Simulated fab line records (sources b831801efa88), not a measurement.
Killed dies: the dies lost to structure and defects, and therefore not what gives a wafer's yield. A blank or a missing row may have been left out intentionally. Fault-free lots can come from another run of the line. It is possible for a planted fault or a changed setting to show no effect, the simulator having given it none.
Which tool did it? | flow gf180mcu | 11 lots, 33 wafers sampled, at 6 steps of a route of 602

## WHAT THE GAUGES READ, wafer by wafer
GF_HV_LDD_TW_MEAS_11. Usual: HV_LDD_TW 2413, standard deviation 17.
lot  | measured     | on            | HV_LDD_TW      | flag
L620 | day 10 00:53 | film-metro-02 | 2393 2395 2406 |
L621 | day 10 08:19 | film-metro-02 | 2407 2392 2394 |
L628 | day 12 10:38 | film-metro-02 | 2387 2403 2408 |
L630 | day 13 00:01 | film-metro-03 | 2426 2421 2441 |
L631 | day 13 11:05 | film-metro-02 | 2394 2396 2407 |
L632 | day 13 17:14 | film-metro-02 | 2399 2391 2404 |
L633 | day 14 07:05 | film-metro-02 | 2399 2396 2394 |
L637 | day 15 05:28 | film-metro-03 | 2428 2439 2415 |
L638 | day 15 11:07 | film-metro-04 | 2430 2432 2433 |
L639 | day 15 17:40 | film-metro-02 | 2398 2416 2398 |
L643 | day 17 06:44 | film-metro-03 | 2434 2441 2435 |

GF_HV_LDD_CD_MEAS_19: the cd target is 400 nm. Usual: cd-nm 400.4 nm, standard deviation 2.4.
lot  | measured     | on        | cd-nm (nm)        | flag
L620 | day 10 18:16 | cd-sem-01 | 400.7 401.4 399.2 |
L621 | day 11 02:18 | cd-sem-01 | 397.0 398.8 398.4 |
L628 | day 13 06:35 | cd-sem-01 | 403.3 402.9 400.8 |
L630 | day 13 19:38 | cd-sem-01 | 400.1 398.8 397.3 |
L631 | day 14 07:33 | cd-sem-01 | 402.0 400.5 400.8 |
L632 | day 14 13:32 | cd-sem-02 | 398.5 397.5 397.6 |
L633 | day 15 04:07 | cd-sem-02 | 401.8 402.6 400.0 |
L637 | day 16 03:02 | cd-sem-02 | 399.3 400.8 400.2 |
L638 | day 16 08:36 | cd-sem-01 | 398.3 394.8 397.6 |
L639 | day 16 15:56 | cd-sem-01 | 396.1 395.3 397.2 |
L643 | day 18 05:58 | cd-sem-02 | 401.0 400.9 403.6 |

GF_PSD_RS_MEAS_14: uses a four-point probe to measure. Usual: NSD_RS 46.16 ohm/sq, standard deviation 0.077.
lot  | measured     | on            | NSD_RS (ohm/sq)                     | flag
L620 | day 14 05:19 | film-metro-02 | 46.12 46.14 46.08                   |
L621 | day 14 15:12 | film-metro-01 | 46.13 46.24 46.31                   |
L628 | day 17 02:24 | film-metro-03 | 46.13 46.00 46.13                   |
L630 | day 17 16:20 | film-metro-03 | 46.08 46.12 46.10                   |
L631 | day 18 07:28 | film-metro-01 | 46.15 46.19 46.22                   |
L632 | day 18 14:49 | film-metro-02 | 46.24 46.15 46.24                   |
L633 | day 19 07:51 | film-metro-02 | 46.10 46.27 46.14                   |
L637 | day 20 07:14 | film-metro-01 | 46.07 46.11 46.00                   |
L638 | day 20 12:55 | film-metro-01 | 44.88 44.81 44.89 44.86 44.81 44.82 | OFF
L639 | day 20 20:46 | film-metro-01 | 44.81 44.86 44.81 44.77 44.82 44.80 | OFF
L643 | day 22 11:19 | film-metro-01 | 46.25 46.21 46.29                   |

## TOOL THAT RAN EACH LOT (tool first, then ch and the chambers of the sampled wafers, then the start)
lot  | GF_NSD_IMPLANT_09               | GF_NSD_STRIP_11                      | GF_PSD_RTA_13
L620 | implanter-04 ch 0, day 13 08:22 | plasma-asher-01 ch 1, day 13 08:38   | rtp-anneal-02 ch 0, day 14 05:14
L621 | implanter-03 ch 0, day 13 17:53 | plasma-asher-01 ch 0,1, day 13 18:10 | rtp-anneal-01 ch 0, day 14 15:07
L628 | implanter-04 ch 0, day 16 02:05 | plasma-asher-02 ch 0, day 16 02:22   | rtp-anneal-02 ch 0, day 17 02:19
L630 | implanter-04 ch 0, day 16 16:20 | plasma-asher-02 ch 0,1, day 16 16:38 | rtp-anneal-01 ch 0, day 17 16:15
L631 | implanter-03 ch 0, day 17 07:25 | plasma-asher-03 ch 0,1, day 17 07:42 | rtp-anneal-02 ch 0, day 18 07:22
L632 | implanter-03 ch 0, day 17 13:49 | plasma-asher-01 ch 0,1, day 17 14:05 | rtp-anneal-01 ch 0, day 18 14:44
L633 | implanter-03 ch 0, day 18 06:49 | plasma-asher-02 ch 0,1, day 18 07:07 | rtp-anneal-02 ch 0, day 19 07:46
L637 | implanter-01 ch 0, day 19 06:17 | plasma-asher-03 ch 0,1, day 19 06:35 | rtp-anneal-02 ch 0, day 20 07:09
L638 | implanter-03 ch 0, day 19 11:41 | plasma-asher-03 ch 0,1, day 19 11:58 | rtp-anneal-01 ch 0, day 20 12:50
L639 | implanter-03 ch 0, day 19 19:52 | plasma-asher-01 ch 0,1, day 19 20:08 | rtp-anneal-01 ch 0, day 20 20:41
L643 | implanter-01 ch 0, day 21 11:37 | plasma-asher-01 ch 0,1, day 21 11:53 | rtp-anneal-01 ch 0, day 22 11:14
- GF_NSD_IMPLANT_09
- GF_NSD_STRIP_11: strips in O2/N2.
- GF_PSD_RTA_13: time 20 s.

## WHAT THE TOOLS THEMSELVES READ (means of the sampled wafers that have a number; where no wafer has one, the mark that the record gives instead)
GF_NSD_IMPLANT_09. Usual: beam-energy-keV 60.001, standard deviation 0.017; beam-on-s 17.9 s, standard deviation 1.6; dose-ions-cm2 4e+15, standard deviation 4.3e+12.
lot  | tool         | beam-energy-keV | beam-on-s (s) | dose-ions-cm2 | flag
L620 | implanter-04 | 60.012          | 15.7          | 4e+15         |
L621 | implanter-03 | 59.983          | 17.5          | 4e+15         |
L628 | implanter-04 | 59.985          | 16.0          | 4e+15         |
L630 | implanter-04 | 60.010          | 16.0          | 4e+15         |
L631 | implanter-03 | 59.984          | 17.6          | 4e+15         |
L632 | implanter-03 | 60.013          | 18.0          | 4e+15         |
L633 | implanter-03 | 59.989          | 17.8          | 4e+15         |
L637 | implanter-01 | 60.014          | 20.7          | 4e+15         |
L638 | implanter-03 | 60.023          | 23.6          | 5e+15         | OFF
L639 | implanter-03 | 60.003          | 23.4          | 5e+15         | OFF
L643 | implanter-01 | 59.998          | 20.2          | 4e+15         |

GF_NSD_STRIP_11. Usual: drypump-motor-current-A 5.5 A, standard deviation 0.37; heater-power-w 335 W, standard deviation 19; oes-product-au 0.487 a.u., standard deviation 0.005; strip-time-to-endpoint-s 22.97 s, standard deviation 0.032.
lot  | tool            | drypump-motor-current-A (A) | heater-power-w (W) | oes-product-au (a.u.) | strip-time-to-endpoint-s (s) | flag
L620 | plasma-asher-01 | 5.1                         | 363                | 0.485                 | 22.96                        |
L621 | plasma-asher-01 | 5.1                         | 358                | 0.492                 | 22.96                        |
L628 | plasma-asher-02 | 5.4                         | 319                | 0.492                 | 22.99                        |
L630 | plasma-asher-02 | 5.8                         | 313                | 0.486                 | 22.96                        |
L631 | plasma-asher-03 | 5.9                         | 324                | 0.489                 | 22.99                        |
L632 | plasma-asher-01 | 5.1                         | 357                | 0.487                 | 22.95                        |
L633 | plasma-asher-02 | 5.8                         | 317                | 0.489                 | 22.94                        |
L637 | plasma-asher-03 | 5.9                         | 330                | 0.483                 | 22.98                        |
L638 | plasma-asher-03 | 5.7                         | 337                | 0.474                 | 23.75                        | OFF
L639 | plasma-asher-01 | 5.1                         | 357                | 0.479                 | 23.80                        | OFF
L643 | plasma-asher-01 | 5.1                         | 359                | 0.490                 | 22.94                        |

GF_PSD_RTA_13. Usual: anneal-temp-c-max 1029.9, standard deviation 1; lamp-power-pct 34 %, standard deviation 3.6; wafer_temp_C_max 1030.2, standard deviation 2.3.
lot  | tool          | anneal-temp-c-max | lamp-power-pct (%) | wafer_temp_C_max | flag
L620 | rtp-anneal-02 | 1029.8            | 38                 | 1028.1           |
L621 | rtp-anneal-01 | 1030.2            | 31                 | 1034.0           |
L628 | rtp-anneal-02 | 1028.3            | 38                 | 1027.9           |
L630 | rtp-anneal-01 | 1029.8            | 31                 | 1032.6           |
L631 | rtp-anneal-02 | 1030.5            | 38                 | 1028.2           |
L632 | rtp-anneal-01 | 1029.9            | 31                 | 1033.1           |
L633 | rtp-anneal-02 | 1028.9            | 38                 | 1028.3           |
L637 | rtp-anneal-02 | 1029.5            | 38                 | 1027.7           |
L638 | rtp-anneal-01 | 1030.7            | 31                 | 1030.9           |
L639 | rtp-anneal-01 | 1030.2            | 31                 | 1032.3           |
L643 | rtp-anneal-01 | 1029.9            | 31                 | 1032.1           |

## THE ANSWER, worked out from the rows above alone
Rule: a lot is off if the mean of its wafers that have a number lies more than 3 standard deviations from the usual mean. Also off: a lot with no number at a reading for which 4 or more lots have one. Any other lot the step has rows for is counted as sound. Order of review: gauges by route order, followed by the tools' own readings, for which a lot's mean as printed above is used. The first step at which some lot is off is used, and at that step the reading that is off furthest; a lot without a number counts as furthest.
Off: L638, L639, at GF_PSD_RS_MEAS_14 (NSD_RS).
A tool fits if, at a process step before that reading, it ran every lot that is off, and no sound lot after the first of them. Not tried: the gauges at GF_PSD_RS_MEAS_14; whatever is off there is also off at GF_NSD_IMPLANT_09, on other tools, and gauge error can't account for it. One fits: implanter-03 at GF_NSD_IMPLANT_09. A fault onset in the window from L633 (day 18 06:49, its last sound lot) to L638 (day 19 11:41, its first lot off) fits.
On the lots that are off, the tool's own readings at GF_NSD_IMPLANT_09 differ by more than 5 times the standard deviation of the sound lots' means, which bears it out; dose-ions-cm2 reads 5e+15 there versus 4e+15 on the sound lots.

## WHAT THE SIMULATOR PUT IN
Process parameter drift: implanter-03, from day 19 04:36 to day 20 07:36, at GF_NSD_IMPLANT_09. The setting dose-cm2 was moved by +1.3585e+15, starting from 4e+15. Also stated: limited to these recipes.
Shown lots that were struck: L638, L639. The rule above found the same.
